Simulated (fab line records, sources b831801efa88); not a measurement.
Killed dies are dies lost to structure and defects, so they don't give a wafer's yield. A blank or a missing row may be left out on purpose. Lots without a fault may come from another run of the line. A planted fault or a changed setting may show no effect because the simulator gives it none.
Which tool did it? | flow sky130 | 13 lots, 39 wafers sampled, at 2 steps of a route of 708

WHAT THE GAUGES READ, wafer by wafer
SKY_NWELL_RS_MEAS_31: measures by four-point-probe.
lot  | measured     | on            | PWDE_RS (ohm/sq)
L207 | day 5 10:51  | film_metro-01 | 5286 5288 5290
L209 | day 5 23:50  | film_metro-03 | 5303 5301 5290
L216 | day 7 16:17  | film_metro-03 | 5266 5259 5255
L218 | day 8 01:44  | film_metro-01 | 5252 5251 5258
L221 | day 9 02:17  | film_metro-04 | 5271 5276 5286
L222 | day 9 07:28  | film_metro-03 | 5264 5262 5272
L223 | day 9 15:15  | film_metro-04 | 5268 5283 5288
L224 | day 9 15:53  | film_metro-04 | 5233 5235 5252
L226 | day 10 02:38 | film_metro-01 | 5272 5268 5280
L227 | day 10 08:14 | film_metro-03 | 5279 5274 5307
L228 | day 10 15:37 | film_metro-01 | 5257 5242 5234
L229 | day 10 23:40 | film_metro-04 | 5282 5281 5262
L230 | day 11 06:54 | film_metro-04 | 5244 5239 5254

SKY_VT_ADJUST_HVTP_CD_MEAS_07: target cd 380 nm.
lot  | measured     | on        | cd_nm (nm)
L207 | day 6 05:43  | cd_sem-02 | 375.5 374.8 377.0
L209 | day 6 18:04  | cd_sem-01 | 380.5 378.4 380.7
L216 | day 8 12:44  | cd_sem-01 | 377.9 374.9 377.1
L218 | day 8 23:28  | cd_sem-01 | 376.5 379.0 379.3
L221 | day 9 23:32  | cd_sem-02 | 379.5 379.5 379.6
L222 | day 10 03:32 | cd_sem-01 | 373.9 373.8 373.9
L223 | day 10 12:01 | cd_sem-02 | 383.3 382.1 384.9
L224 | day 10 12:58 | cd_sem-02 | 379.0 380.5 379.4
L226 | day 11 00:01 | cd_sem-01 | 380.3 380.2 378.4
L227 | day 11 05:21 | cd_sem-01 | 375.0 375.7 378.4
L228 | day 11 12:50 | cd_sem-01 | 386.4 384.9 387.7
L229 | day 11 22:19 | cd_sem-02 | 376.6 378.4 375.9
L230 | day 12 06:55 | cd_sem-01 | 379.1 380.2 379.1

WHICH TOOL RAN EACH LOT (tool, then ch and the chambers of the sampled wafers, then the start)
The record holds no process step before these readings.

WHAT THE TOOLS THEMSELVES READ (means of the sampled wafers that have a number; where no wafer has one, the mark that the record gives instead)
The record holds no such reading with a usual standard deviation.

THE ANSWER, worked out from the rows above alone
Rule: what is usual is taken from the lots themselves. Put in order of their means at a reading, lots are off if they are a third of the lots or fewer, leave a main group of 4 or more, and stand apart from it by a gap of 3 or more times the standard deviation of the main group's means; of several such gaps the widest counts. A main group whose means are all the same, to the digits that the tables above print for the reading, isn't used. A lot without any number at a reading at which 4 lots or more have one is off too. The other lots that the step has rows for count as sound. The gauges are gone through in route order, then the tools' own readings, and for those a lot's mean is taken as printed above. The first step at which some lot is off is used, and at that step the reading that is off furthest; a lot without a number counts as furthest.
No lot is off at any reading shown: from this, nothing can be told.

WHAT THE SIMULATOR HAD PUT IN
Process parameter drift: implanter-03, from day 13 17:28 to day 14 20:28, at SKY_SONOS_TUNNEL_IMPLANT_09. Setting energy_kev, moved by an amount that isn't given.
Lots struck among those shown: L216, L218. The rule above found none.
